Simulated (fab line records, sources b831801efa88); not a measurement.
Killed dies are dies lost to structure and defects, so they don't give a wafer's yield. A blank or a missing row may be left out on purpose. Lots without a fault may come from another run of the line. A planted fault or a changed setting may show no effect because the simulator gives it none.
fab line records | flow sky130
record lots=5 wafers=15 last_day=50
route steps=708 shown VIA2@528 METAL3@532 CAPM@537
lots that met no fault: from a run of the same line without faults
start_h: hours from the record's first day to the start of the lot's first wafer shown | wait_h: hours since the lot's step before | " the same as in the row above | L1.1+2: a row that stands for several wafers | - no value, or no start given | * or withheld: withheld | < > ~ a bound
route shown NAME@n: a module of which the file shows steps, and the number in the route of the first | usual: mean/standard deviation of fault-free wafers | same: alike in all rows | chamber/n: place in a boat | sites: the reading at each site | _std_site: their standard deviation | _edge_site: outer sites' mean less inner sites' | radius_mm: how far each site lies from the wafer's centre | mask NAME#n: copy n | behind: the tool/chamber that last shaped the wafer | hold: why the lot was held/for how many hours/how that ended | device: the transistor (n, p or np) that didn't switch | end of line: the same wafers' tests at the end of the route | a step without rows: its recipe alone | killed: dies lost to structure and defects at the first sort, not the wafer's yield | map: a wafer's dies, x killed, . not, _ none there
set.NAME: the setting as run; set.NAME@STEP: as run at that earlier step | model.NAME: the simulator's own value behind a step, which no gauge read
lots at some steps of the route; a table a step, a row a wafer
services: from which hour (start_h, from the record's first day; less than 0 if before it) a tool's chamber was out of use, for how many hours, and why
## steps
# step SKY_VIA2_CVD_21
# recipe material=W target_thk_nm=420 time_s=126.4 temp_c=400 pressure_torr=40
# usual heater_power_w=921/59
# columns lot.wafer tool chamber start_h wait_h heater_power_w
L077.1 cvd_w-01 1 865.05 0.0 919
L077.2 " 0 " " 1088
L077.3 " 1 " " 953
L083.1 cvd_w-01 1 918.85 0.0 871
L083.2 " 0 " " 941
L083.4 " 0 " " 960
L084.2 cvd_w-01 1 928.21 0.0 885
L084.3 " 0 " " 948
L084.4 " 1 " " 875
L094.1 cvd_w-01 0 990.57 0.0 960
L094.2 " 1 " " 922
L094.4 " 0 " " 950
L096.2 cvd_w-01 1 1009.90 0.0 884
L096.5 " 1 " " 876
L096.6 " 0 " " 939
# step SKY_VIA2_RS_MEAS_22
# recipe thk_meas_gauge=four-point-probe reads=W_of_VIA2_CVD_21+TiN_of_VIA2_SPUTTER_20
# usual VIA2_W_RS=0.2754/0.003
# columns lot.wafer tool chamber start_h wait_h VIA2_W_RS[ohm/sq]
L077.1 film_metro-02 - 865.18 0.1 0.2767
L077.2 " - " " 0.2766
L077.3 " - " " 0.2764
L083.1 film_metro-04 - 918.98 0.1 0.2755
L083.2 " - " " 0.2733
L083.4 " - " " 0.2749
L084.2 film_metro-01 - 928.36 0.1 0.2687
L084.3 " - " " 0.2702
L084.4 " - " " 0.2744
L094.1 film_metro-02 - 990.70 0.1 0.2750
L094.2 " - " " 0.2712
L094.4 " - " " 0.2725
L096.2 film_metro-04 - 1010.05 0.1 0.2778
L096.5 " - " " 0.2792
L096.6 " - " " 0.2754
# step SKY_VIA2_THK_MEAS_23
# recipe thk_meas_gauge=xrf reads=W_of_VIA2_CVD_21
# usual VIA2_W_THK=419/6
# columns lot.wafer tool chamber start_h wait_h VIA2_W_THK[nm]
L077.1 film_metro-02 - 865.30 0.1 426
L077.2 " - " " 428
L077.3 " - " " 424
L083.1 film_metro-04 - 919.10 0.1 416
L083.2 " - " " 420
L083.4 " - " " 417
L084.2 film_metro-01 - 928.47 0.1 433
L084.3 " - " " 435
L084.4 " - " " 429
L094.1 film_metro-02 - 990.82 0.1 422
L094.2 " - " " 428
L094.4 " - " " 422
L096.2 film_metro-04 - 1010.16 0.1 412
L096.5 " - " " 411
L096.6 " - " " 416
# step SKY_VIA2_CMP_24
# recipe stop_on=SiO2 t_overpolish_s=20 down_force_psi=3.5 platen_rpm=60 target_thk_nm=0 pad_velocity_m_s=0.94248
# usual motor_current_A=11.0/1.2 overpolish_run_s=20.000/0.0095 time_to_endpoint_s=101/3.7
# same t_overpolish_s=20
# columns lot.wafer tool chamber start_h wait_h motor_current_A overpolish_run_s time_to_endpoint_s
L077.1 cmp-02 2 865.36 0.1 12.5 19.994 99
L077.3 " 0 " " 9.5 20.003 96
L077.2 " 1 " " 11.0 19.990 96
L083.4 cmp-02 3 919.16 0.0 12.5 20.007 100
L083.1 " 1 " " 10.8 20.001 96
L083.2 " 2 " " 12.3 19.999 103
L084.2 cmp-02 1 928.66 0.2 10.0 20.004 100
L084.4 " 2 " " 12.6 20.012 102
L084.3 " 3 " " 11.7 20.012 98
L094.2 cmp-02 2 990.88 0.0 12.1 20.003 100
L094.1 " 3 " " 12.0 19.994 102
L094.4 " 1 " " 10.4 19.986 96
L096.2 cmp-01 1 1010.31 0.1 12.9 19.993 97
L096.6 " 3 " " 11.1 19.999 107
L096.5 " 0 " " 9.9 19.991 102
# step SKY_METAL3_SPUTTER_00
# recipe material=Ti target_thk_nm=15 power_w=3000 time_s=10 chamber_pressure_pa=0.4
# usual throttle_valve_pct=30.7/1.4
# columns lot.wafer tool chamber start_h wait_h throttle_valve_pct
L077.1 pvd_sputter-03 - 865.66 0.2 31.5
L077.2 " - " " 31.5
L077.3 " - " " 32.2
L083.1 pvd_sputter-03 - 919.46 0.1 31.2
L083.2 " - " " 32.3
L083.4 " - " " 31.2
L084.2 pvd_sputter-03 - 928.91 0.2 31.1
L084.3 " - " " 31.3
L084.4 " - " " 31.8
L094.1 pvd_sputter-03 - 991.18 0.2 31.4
L094.2 " - " " 31.4
L094.4 " - " " 31.6
L096.2 pvd_sputter-04 - 1010.51 0.1 32.3
L096.5 " - " " 29.5
L096.6 " - " " 32.3
# step SKY_METAL3_SPUTTER_01
# recipe material=TiN target_thk_nm=20 power_w=6500 time_s=16.7 chamber_pressure_pa=0.4
# usual throttle_valve_pct=30.7/1.4
# columns lot.wafer tool chamber start_h wait_h throttle_valve_pct
L077.1 pvd_sputter-03 - 865.68 0.0 31.3
L077.2 " - " " 31.8
L077.3 " - " " 32.3
L083.1 pvd_sputter-03 - 919.48 0.0 31.3
L083.2 " - " " 32.0
L083.4 " - " " 31.6
L084.2 pvd_sputter-03 - 928.93 0.0 31.4
L084.3 " - " " 31.6
L084.4 " - " " 31.8
L094.1 pvd_sputter-03 - 991.20 0.0 31.5
L094.2 " - " " 31.4
L094.4 " - " " 31.8
L096.2 pvd_sputter-04 - 1010.54 0.0 32.3
L096.5 " - " " 29.3
L096.6 " - " " 32.1
# step SKY_METAL3_SPUTTER_02
# recipe material=AlCu target_thk_nm=735 power_w=10600 time_s=39.1 chamber_pressure_pa=0.4
# usual throttle_valve_pct=30.7/1.4
# columns lot.wafer tool chamber start_h wait_h throttle_valve_pct
L077.1 pvd_sputter-03 - 865.70 0.0 31.1
L077.2 " - " " 31.6
L077.3 " - " " 32.0
L083.1 pvd_sputter-03 - 919.50 0.0 31.4
L083.2 " - " " 32.0
L083.4 " - " " 31.1
L084.2 pvd_sputter-03 - 928.96 0.0 31.3
L084.3 " - " " 31.2
L084.4 " - " " 31.9
L094.1 pvd_sputter-03 - 991.22 0.0 31.5
L094.2 " - " " 31.4
L094.4 " - " " 31.6
L096.2 pvd_sputter-04 - 1010.56 0.0 32.2
L096.5 " - " " 29.3
L096.6 " - " " 32.1
# step SKY_METAL3_SPUTTER_03
# recipe material=Ti target_thk_nm=5 power_w=3000 time_s=3.3 chamber_pressure_pa=0.4
# usual throttle_valve_pct=30.7/1.4
# columns lot.wafer tool chamber start_h wait_h throttle_valve_pct
L077.1 pvd_sputter-03 - 865.74 0.0 31.3
L077.2 " - " " 31.4
L077.3 " - " " 32.0
L083.1 pvd_sputter-03 - 919.54 0.0 31.2
L083.2 " - " " 31.9
L083.4 " - " " 31.2
L084.2 pvd_sputter-03 - 928.99 0.0 31.2
L084.3 " - " " 31.4
L084.4 " - " " 31.6
L094.1 pvd_sputter-03 - 991.26 0.0 31.4
L094.2 " - " " 31.4
L094.4 " - " " 31.5
L096.2 pvd_sputter-04 - 1010.60 0.0 32.1
L096.5 " - " " 29.3
L096.6 " - " " 32.1
# step SKY_METAL3_SPUTTER_04
# recipe material=TiN target_thk_nm=70 power_w=6500 time_s=58.3 chamber_pressure_pa=0.4
# usual throttle_valve_pct=30.7/1.4
# columns lot.wafer tool chamber start_h wait_h throttle_valve_pct
L077.1 pvd_sputter-03 - 865.76 0.0 31.4
L077.2 " - " " 31.6
L077.3 " - " " 32.0
L083.1 pvd_sputter-03 - 919.56 0.0 31.6
L083.2 " - " " 31.9
L083.4 " - " " 31.4
L084.2 pvd_sputter-03 - 929.01 0.0 31.0
L084.3 " - " " 31.6
L084.4 " - " " 31.8
L094.1 pvd_sputter-03 - 991.28 0.0 31.6
L094.2 " - " " 31.3
L094.4 " - " " 31.6
L096.2 pvd_sputter-04 - 1010.62 0.0 32.1
L096.5 " - " " 29.2
L096.6 " - " " 32.1
# step SKY_CAPM_CVD_00
# recipe material=SiO2 target_thk_nm=15.5 temp_c=400 time_s=withheld rf_w=450
# usual heater_power_w=687/67
# columns lot.wafer tool chamber start_h wait_h heater_power_w
L077.1 pecvd-03 1 865.81 0.0 747
L077.2 " 0 " " 644
L077.3 " 2 " " 603
L083.1 pecvd-04 2 919.61 0.0 641
L083.2 " 1 " " 707
L083.4 " 2 " " 655
L084.2 pecvd-02 2 929.06 0.0 716
L084.3 " 0 " " 606
L084.4 " 2 " " 722
L094.1 pecvd-03 1 991.33 0.0 745
L094.2 " 0 " " 765
L094.4 " 0 " " 769
L096.2 pecvd-02 2 1010.67 0.0 625
L096.5 " 0 " " 701
L096.6 " 1 " " 684
# step SKY_CAPM_THK_MEAS_01
# recipe reads=SiO2_of_CAPM_CVD_00
# usual CAPM_CVD_00_THK=15.38/0.22
# columns lot.wafer tool chamber start_h wait_h CAPM_CVD_00_THK[nm]
L077.1 film_metro-02 - 865.83 - 15.53
L077.2 " - " " 15.59
L077.3 " - " " 15.52
L083.1 film_metro-04 - 919.63 - 15.40
L083.2 " - " " 15.24
L083.4 " - " " 15.42
L084.2 film_metro-02 - 929.10 - 14.79
L084.3 " - " " 15.23
L084.4 " - " " 15.21
L094.1 film_metro-04 - 991.35 - 15.24
L094.2 " - " " 15.25
L094.4 " - " " 15.38
L096.2 film_metro-03 - 1010.70 - 15.24
L096.5 " - " " 15.41
L096.6 " - " " 15.71
# step SKY_CAPM_SPUTTER_02
# recipe material=TiN target_thk_nm=200 temp_c=300 power_w=6500 time_s=166.7 chamber_pressure_pa=0.4
# usual throttle_valve_pct=30.5/1.4
# columns lot.wafer tool chamber start_h wait_h throttle_valve_pct
L077.1 pvd_sputter-01 - 865.89 0.1 29.6
L077.2 " - " " 31.5
L077.3 " - " " 30.3
L083.1 pvd_sputter-01 - 919.69 0.1 31.4
L083.2 " - " " 30.4
L083.4 " - " " 30.0
L084.2 pvd_sputter-03 - 929.15 0.0 32.0
L084.3 " - " " 31.8
L084.4 " - " " 31.5
L094.1 pvd_sputter-01 - 991.41 0.1 32.1
L094.2 " - " " 29.8
L094.4 " - " " 31.1
L096.2 pvd_sputter-01 - 1010.75 0.0 30.6
L096.5 " - " " 29.9
L096.6 " - " " 32.4
# step SKY_CAPM_RS_MEAS_03
# recipe thk_meas_gauge=four-point-probe reads=TiN_of_CAPM_SPUTTER_02
# usual CAPM_TIN_RS=6.91/0.091
# columns lot.wafer tool chamber start_h wait_h CAPM_TIN_RS[ohm/sq]
L077.1 film_metro-02 - 866.00 0.1 6.99
L077.2 " - " " 6.94
L077.3 " - " " 6.87
L083.1 film_metro-03 - 919.80 0.1 6.88
L083.2 " - " " 6.88
L083.4 " - " " 6.93
L084.2 film_metro-03 - 929.28 0.1 6.95
L084.3 " - " " 6.92
L084.4 " - " " 6.90
L094.1 film_metro-03 - 991.52 0.1 6.95
L094.2 " - " " 6.90
L094.4 " - " " 6.97
L096.2 film_metro-02 - 1010.88 0.1 7.02
L096.5 " - " " 7.02
L096.6 " - " " 7.08
# step SKY_CAPM_THK_MEAS_04
# recipe thk_meas_gauge=xrf reads=TiN_of_CAPM_SPUTTER_02
# usual CAPM_TIN_THK=198.0/2.5
# columns lot.wafer tool chamber start_h wait_h CAPM_TIN_THK[nm]
L077.1 film_metro-02 - 866.12 0.1 194.7
L077.2 " - " " 197.7
L077.3 " - " " 199.1
L083.1 film_metro-03 - 919.92 0.1 200.9
L083.2 " - " " 200.4
L083.4 " - " " 199.2
L084.2 film_metro-03 - 929.39 0.1 197.7
L084.3 " - " " 199.5
L084.4 " - " " 199.1
L094.1 film_metro-03 - 991.64 0.1 198.0
L094.2 " - " " 199.0
L094.4 " - " " 197.5
L096.2 film_metro-02 - 1010.99 0.1 193.3
L096.5 " - " " 195.1
L096.6 " - " " 193.5
# step SKY_CAPM_DEHYDRATE_05
# recipe temp_c=200 time_s=60
# usual chill_plate_temp_C=23.03/0.1
# columns lot.wafer tool chamber start_h wait_h chill_plate_temp_C
L077.1 litho_track-01 0 878.76 12.6 22.90
L077.2 " 0 " " 22.98
L077.3 " 0 " " 22.95
L083.1 litho_track-03 0 931.72 11.8 22.79
L083.2 " 0 " " 22.96
L083.4 " 0 " " 22.92
L084.2 litho_track-01 0 940.53 11.1 23.03
L084.3 " 0 " " 23.05
L084.4 " 0 " " 23.02
L094.1 litho_track-01 0 1002.46 10.8 23.00
L094.2 " 0 " " 23.07
L094.4 " 0 " " 22.91
L096.2 litho_track-03 0 1021.95 11.0 23.14
L096.5 " 0 " " 22.93
L096.6 " 0 " " 23.07
# step SKY_CAPM_HMDS_06
# recipe prime_time_s=60 prime_temp_c=120
# usual chill_plate_temp_C=22.99/0.1
# columns lot.wafer tool chamber start_h wait_h chill_plate_temp_C
L077.1 litho_track-01 0 878.91 0.1 22.95
L077.2 " 0 " " 22.97
L077.3 " 0 " " 23.00
L083.1 litho_track-03 0 931.87 0.1 22.96
L083.2 " 0 " " 22.99
L083.4 " 0 " " 23.17
L084.2 litho_track-01 0 940.68 0.1 22.97
L084.3 " 0 " " 22.92
L084.4 " 0 " " 23.18
L094.1 litho_track-01 0 1002.61 0.1 22.96
L094.2 " 0 " " 22.99
L094.4 " 0 " " 22.92
L096.2 litho_track-03 0 1022.10 0.1 22.87
L096.5 " 0 " " 22.78
L096.6 " 0 " " 22.93
# step SKY_CAPM_COAT_07
# recipe resist=NOVOLAK spin_rpm=3000 resist_thk_nm=1140
# usual chill_plate_temp_C=23.00/0.11
# columns lot.wafer tool chamber start_h wait_h chill_plate_temp_C
L077.1 litho_track-01 0 879.06 0.1 23.05
L077.2 " 0 " " 22.84
L077.3 " 0 " " 22.92
L083.1 litho_track-03 0 932.02 0.1 22.98
L083.2 " 0 " " 23.27
L083.4 " 0 " " 23.14
L084.2 litho_track-01 0 940.83 0.1 22.96
L084.3 " 0 " " 23.04
L084.4 " 0 " " 23.09
L094.1 litho_track-01 0 1002.76 0.1 23.28
L094.2 " 0 " " 23.20
L094.4 " 0 " " 23.04
L096.2 litho_track-03 0 1022.25 0.1 23.03
L096.5 " 0 " " 22.90
L096.6 " 0 " " 23.01
# step SKY_CAPM_SOFTBAKE_08
# recipe temp_c=90 time_s=60 resist=NOVOLAK
# usual chill_plate_temp_C=23.00/0.11
# columns lot.wafer tool chamber start_h wait_h chill_plate_temp_C
L077.1 litho_track-01 0 879.21 0.1 23.08
L077.2 " 0 " " 23.16
L077.3 " 0 " " 23.05
L083.1 litho_track-03 0 932.17 0.1 23.00
L083.2 " 0 " " 23.09
L083.4 " 0 " " 22.95
L084.2 litho_track-01 0 940.98 0.1 22.90
L084.3 " 0 " " 22.86
L084.4 " 0 " " 22.96
L094.1 litho_track-01 0 1002.91 0.1 22.98
L094.2 " 0 " " 22.89
L094.4 " 0 " " 23.05
L096.2 litho_track-03 0 1022.40 0.1 23.04
L096.5 " 0 " " 23.17
L096.6 " 0 " " 23.03
# step SKY_CAPM_EXPOSE_09
# recipe mask_id=CAPM na=0.6 source_shape=conventional sigma_outer=0.6 polarization=unpolarized target_cd_nm=1000 dose_mj=159
# columns lot.wafer tool chamber start_h wait_h mask
L077.1+2+3 iline_stepper-02 0 - - CAPM#0
L083.1+2+4 iline_stepper-01 0 - - CAPM#0
L084.2+3+4 iline_stepper-02 0 - - CAPM#0
L094.1+2+4 iline_stepper-01 0 - - CAPM#0
L096.2+5+6 iline_stepper-02 0 - - CAPM#0
# step SKY_CAPM_PEB_10
# recipe temp_c=withheld time_s=* resist=NOVOLAK
# usual chill_plate_temp_C=*
# columns lot.wafer tool chamber start_h wait_h chill_plate_temp_C
L077.1 litho_track-03 0 - - *
L077.2 " 0 " " *
L077.3 " 0 " " *
L083.1 litho_track-02 0 - - *
L083.2 " 0 " " *
L083.4 " 0 " " *
L084.2 litho_track-03 0 - - *
L084.3 " 0 " " *
L084.4 " 0 " " *
L094.1 litho_track-01 0 - - *
L094.2 " 0 " " *
L094.4 " 0 " " *
L096.2 litho_track-03 0 - - *
L096.5 " 0 " " *
L096.6 " 0 " " *
# step SKY_CAPM_DEVELOP_11
# recipe resist=NOVOLAK developer=TMAH develop_time_s=60 dev_temp_c=23
# usual chill_plate_temp_C=22.98/0.093
# columns lot.wafer tool chamber start_h wait_h chill_plate_temp_C
L077.1 litho_track-03 0 891.87 0.1 22.94
L077.2 " 0 " " 22.98
L077.3 " 0 " " 23.06
L083.1 litho_track-02 0 944.20 0.1 22.99
L083.2 " 0 " " 22.91
L083.4 " 0 " " 23.06
L084.2 litho_track-03 0 953.75 0.1 23.02
L084.3 " 0 " " 22.99
L084.4 " 0 " " 23.01
L094.1 litho_track-01 0 1013.76 0.1 23.01
L094.2 " 0 " " 23.03
L094.4 " 0 " " 23.09
L096.2 litho_track-03 0 1033.35 0.1 23.16
L096.5 " 0 " " 22.98
L096.6 " 0 " " 23.15
# step SKY_CAPM_OVL_MEAS_12
# usual CAPM_OVL=-0.7/1.2
# columns lot.wafer tool chamber start_h wait_h CAPM_OVL[nm]
L077.1 overlay-01 - 892.02 0.1 -0.6
L077.2 " - " " -2.2
L077.3 " - " " -0.5
L083.1 overlay-02 - 944.35 0.1 0.2
L083.2 " - " " 0.0
L083.4 " - " " -0.4
L084.2 overlay-01 - 953.88 0.1 -3.6
L084.3 " - " " -3.4
L084.4 " - " " -1.8
L094.1 overlay-01 - 1013.91 0.1 -1.8
L094.2 " - " " -2.6
L094.4 " - " " -1.7
L096.2 overlay-02 - 1033.48 0.1 -1.7
L096.5 " - " " -0.6
L096.6 " - " " -2.1
# step SKY_CAPM_METAL_ETCH_13
# recipe target_depth_nm=220 stop_on=SiO2 chemistry=Cl2/BCl3 target=TiN pressure_mtorr=10 icp_w=900 bias_w=48.5 Cl2_flow_sccm=60 bcl3_flow_sccm=30 time_s=62.9
# usual drypump_motor_current_A=6.2/0.44 he_backside_leak_sccm=3.4/0.35 oes_product_au=0.942/0.0081 throttle_valve_pct=21.902/0.011
# columns lot.wafer tool chamber start_h wait_h drypump_motor_current_A he_backside_leak_sccm oes_product_au rf_hours_counter_h throttle_valve_pct
L077.1 rie_metal-04 1 892.06 0.0 6.5 3.5 0.936 1 21.902
L077.2 " 0 " " 5.7 5.4 0.949 9 21.909
L077.3 " 0 " " 5.7 3.6 0.937 - 21.890
L083.1 rie_metal-03 0 944.39 0.0 5.7 3.5 0.938 7 21.904
L083.2 " 1 " " 6.8 3.3 0.948 10 21.896
L083.4 " 1 " " 6.8 3.2 0.939 - 21.899
L084.2 rie_metal-04 1 953.91 0.0 6.5 3.4 0.934 4 21.905
L084.3 " 0 " " 5.7 3.4 0.931 - 21.898
L084.4 " 1 " " 6.6 3.6 0.940 - 21.899
L094.1 rie_metal-04 0 1013.95 0.0 5.7 3.7 0.938 15 21.894
L094.2 " 1 " " 6.6 3.4 0.939 7 21.888
L094.4 " 1 " " 6.6 3.5 0.934 - 21.910
L096.2 rie_metal-04 1 1033.51 0.0 6.6 3.6 0.931 9 21.899
L096.5 " 0 " " 5.6 3.4 0.938 - 21.896
L096.6 " 1 " " 6.6 3.4 0.926 - 21.904
# step SKY_CAPM_STRIP_14
# recipe chemistry=O2/N2 power_w=1400 pressure_mtorr=1500 platen_temp_c=withheld o2_flow_sccm=3000 n2_flow_sccm=300 overash_fraction=0.5
# usual drypump_motor_current_A=5.7/0.45 n2_flow_sccm=300.2/0.95 oes_product_au=0.711/0.0048 strip_time_to_endpoint_s=12.65/0.046
# columns lot.wafer tool chamber start_h wait_h drypump_motor_current_A n2_flow_sccm oes_product_au rf_hours_counter_h strip_time_to_endpoint_s
L077.1 plasma_asher-01 1 892.14 0.1 5.5 300.7 0.706 45 12.64
L077.2 " 0 " " 5.2 298.9 0.704 45 12.58
L077.3 " 0 " " 5.2 299.8 0.716 - 12.58
L083.1 plasma_asher-04 0 944.46 0.1 5.6 299.5 0.714 82 12.73
L083.2 " 1 " " 5.9 299.3 0.713 82 12.67
L083.4 " 1 " " 5.9 301.6 0.711 - 12.68
L084.2 plasma_asher-03 0 953.99 0.1 6.4 297.5 0.718 20 12.60
L084.3 " 1 " " 5.4 300.1 0.710 - 12.60
L084.4 " 0 " " 6.4 298.4 0.714 - 12.68
L094.1 plasma_asher-03 0 1014.02 0.1 6.5 299.8 0.701 27 12.65
L094.2 " 1 " " 5.4 300.5 0.716 27 12.67
L094.4 " 1 " " 5.4 300.0 0.708 - 12.65
L096.2 plasma_asher-03 0 1033.61 0.1 6.4 301.3 0.709 28 12.60
L096.5 " 1 " " 5.4 299.3 0.708 - 12.59
L096.6 " 0 " " 6.4 299.2 0.713 - 12.61
# step SKY_CAPM_STRIP_15
# recipe chemistry=post_etch_residue_remover time_s=1200 temp_c=72.5
# usual bath_heat_duty_pct=15.8/1.9
# columns lot.wafer tool chamber start_h wait_h bath_heat_duty_pct
L077.1 wet_bench-04 2 892.24 0.1 18.5
L077.2 " 2 " " 19.3
L077.3 " 2 " " 18.6
L083.1 wet_bench-04 3 944.56 0.1 15.3
L083.2 " 3 " " 14.6
L083.4 " 3 " " 14.2
L084.2 wet_bench-04 2 954.09 0.1 17.6
L084.3 " 2 " " 17.3
L084.4 " 2 " " 21.0
L094.1 wet_bench-03 1 1014.12 0.1 14.1
L094.2 " 1 " " 15.4
L094.4 " 1 " " 15.3
L096.2 wet_bench-03 3 1033.71 0.1 15.2
L096.5 " 3 " " 15.2
L096.6 " 3 " " 12.6
# step SKY_CAPM_CLEAN_16
# recipe chemistry=IPA time_s=180 temp_c=25
# usual bath_heat_duty_pct=6.8/0.85
# columns lot.wafer tool chamber start_h wait_h bath_heat_duty_pct
L077.1 wet_bench-02 3 892.58 0.0 6.7
L077.2 " 3 " " 7.0
L077.3 " 3 " " 7.2
L083.1 wet_bench-03 1 944.91 0.0 6.5
L083.2 " 1 " " 6.7
L083.4 " 1 " " 5.8
L084.2 wet_bench-02 0 954.46 0.0 7.1
L084.3 " 0 " " 7.3
L084.4 " 0 " " 7.1
L094.1 wet_bench-02 2 1014.53 0.0 7.4
L094.2 " 2 " " 6.6
L094.4 " 2 " " 7.1
L096.2 wet_bench-04 2 1034.09 0.0 8.5
L096.5 " 2 " " 7.9
L096.6 " 2 " " 8.1
# step SKY_CAPM_CLEAN_17
# recipe chemistry=O3/DIW dry=n2_spin
# columns lot.wafer tool chamber start_h wait_h
L077.1+2+3 wet_bench-03 3 892.64 0.0
L083.1+2+4 wet_bench-04 3 944.97 0.0
L084.2+3+4 wet_bench-04 0 954.52 0.0
L094.1+2+4 wet_bench-04 0 1014.59 0.0
L096.2+5+6 wet_bench-02 3 1034.15 0.0
# step SKY_METAL3_DEHYDRATE_05
# recipe temp_c=200 time_s=60
# usual chill_plate_temp_C=22.98/0.09
# columns lot.wafer tool chamber start_h wait_h chill_plate_temp_C
L077.1 litho_track-01 0 904.96 12.2 22.94
L077.2 " 0 " " 22.88
L077.3 " 0 " " 22.84
L083.1 litho_track-03 0 956.62 11.6 22.82
L083.2 " 0 " " 22.93
L083.4 " 0 " " 22.90
L084.2 litho_track-01 0 965.88 11.3 22.99
L084.3 " 0 " " 22.84
L084.4 " 0 " " 22.89
L094.1 litho_track-01 0 1025.01 10.3 22.94
L094.2 " 0 " " 23.01
L094.4 " 0 " " 23.04
L096.2 litho_track-03 0 1044.85 10.6 22.98
L096.5 " 0 " " 23.10
L096.6 " 0 " " 22.94
# step SKY_METAL3_HMDS_06
# recipe prime_time_s=60 prime_temp_c=120
# usual chill_plate_temp_C=23.00/0.12
# columns lot.wafer tool chamber start_h wait_h chill_plate_temp_C
L077.1 litho_track-01 0 905.11 0.1 22.91
L077.2 " 0 " " 23.01
L077.3 " 0 " " 22.92
L083.1 litho_track-03 0 956.77 0.1 22.91
L083.2 " 0 " " 23.01
L083.4 " 0 " " 23.21
L084.2 litho_track-01 0 966.03 0.1 23.01
L084.3 " 0 " " 23.05
L084.4 " 0 " " 22.86
L094.1 litho_track-01 0 1025.16 0.1 22.91
L094.2 " 0 " " 22.90
L094.4 " 0 " " 22.76
L096.2 litho_track-03 0 1045.00 0.1 23.04
L096.5 " 0 " " 23.00
L096.6 " 0 " " 22.89
# step SKY_METAL3_COAT_07
# recipe resist=BARC temp_c=withheld time_s=withheld spin_rpm=3000 resist_thk_nm=60
# usual chill_plate_temp_C=*
# columns lot.wafer tool chamber start_h wait_h chill_plate_temp_C
L077.1 litho_track-01 0 905.26 0.1 *
L077.2 " 0 " " *
L077.3 " 0 " " *
L083.1 litho_track-03 0 956.92 0.1 *
L083.2 " 0 " " *
L083.4 " 0 " " *
L084.2 litho_track-01 0 966.18 0.1 *
L084.3 " 0 " " *
L084.4 " 0 " " *
L094.1 litho_track-01 0 1025.31 0.1 *
L094.2 " 0 " " *
L094.4 " 0 " " *
L096.2 litho_track-03 0 1045.15 0.1 *
L096.5 " 0 " " *
L096.6 " 0 " " *
# step SKY_METAL3_COAT_08
# recipe resist=KrF-thick spin_rpm=3000 resist_thk_nm=1140
# usual chill_plate_temp_C=23.00/0.1
# columns lot.wafer tool chamber start_h wait_h chill_plate_temp_C
L077.1 litho_track-01 0 - - 23.11
L077.2 " 0 " " 23.07
L077.3 " 0 " " 22.93
L083.1 litho_track-03 0 - - 23.04
L083.2 " 0 " " 23.16
L083.4 " 0 " " 22.99
L084.2 litho_track-01 0 - - 23.17
L084.3 " 0 " " 22.99
L084.4 " 0 " " 22.95
L094.1 litho_track-01 0 - - 23.12
L094.2 " 0 " " 23.05
L094.4 " 0 " " 23.00
L096.2 litho_track-03 0 - - 22.91
L096.5 " 0 " " 22.96
L096.6 " 0 " " 22.99
# step SKY_METAL3_SOFTBAKE_09
# recipe temp_c=100 time_s=90 resist=KrF-thick
# usual chill_plate_temp_C=23.03/0.11
# columns lot.wafer tool chamber start_h wait_h chill_plate_temp_C
L077.1 litho_track-01 0 - - 23.09
L077.2 " 0 " " 23.03
L077.3 " 0 " " 23.07
L083.1 litho_track-03 0 - - 22.96
L083.2 " 0 " " 23.01
L083.4 " 0 " " 22.96
L084.2 litho_track-01 0 - - 22.81
L084.3 " 0 " " 22.77
L084.4 " 0 " " 22.73
L094.1 litho_track-01 0 - - 23.03
L094.2 " 0 " " 22.92
L094.4 " 0 " " 23.20
L096.2 litho_track-03 0 - - 22.95
L096.5 " 0 " " 23.04
L096.6 " 0 " " 23.06
# step SKY_METAL3_EXPOSE_10
# recipe mask_id=MM3 na=0.68 source_shape=annular sigma_inner=0.4 sigma_outer=0.8 target_cd_nm=300 dose_mj=28
# columns lot.wafer tool chamber start_h wait_h mask
L077.1+2+3 krf_scanner-02 0 - - MM3#0
L083.1+2+4 krf_scanner-01 0 - - MM3#0
L084.2+3+4 krf_scanner-01 0 - - MM3#0
L094.1+2+4 krf_scanner-01 0 - - MM3#0
L096.2+5+6 krf_scanner-02 0 - - MM3#0
## services
# columns tool chamber start_h hours kind
pvd_sputter-03 - 841.83 1.0 repair
plasma_asher-03 - 849.57 1.6 repair
krf_scanner-01 - 850.03 4.0 repair
wet_bench-04 - 880.89 4.4 repair
rie_metal-04 - 884.57 1.2 repair
iline_stepper-02 - 893.54 1.7 pm
plasma_asher-03 - 896.06 14.6 pm
cmp-02 - 896.10 2.9 repair
cvd_w-01 - 904.00 14.0 pm
pvd_sputter-04 - 909.22 0.7 repair
krf_scanner-01 - 910.74 1.3 pm
cmp-02 - 912.23 4.0 pm
cmp-02 - 913.34 1.3 repair
wet_bench-04 - 922.18 2.4 repair
iline_stepper-02 - 927.48 0.8 repair
rie_metal-04 0 929.84 6.6 repair
pvd_sputter-01 - 950.17 5.7 repair
pvd_sputter-01 - 971.69 7.0 repair
pvd_sputter-01 - 994.80 1.1 repair
cmp-02 - 999.05 0.9 repair
cmp-02 - 999.96 14.3 pm
cmp-02 - 1016.40 4.2 pm
cmp-02 - 1017.86 1.2 repair
cmp-02 - 1035.25 2.1 repair
## key
fault none
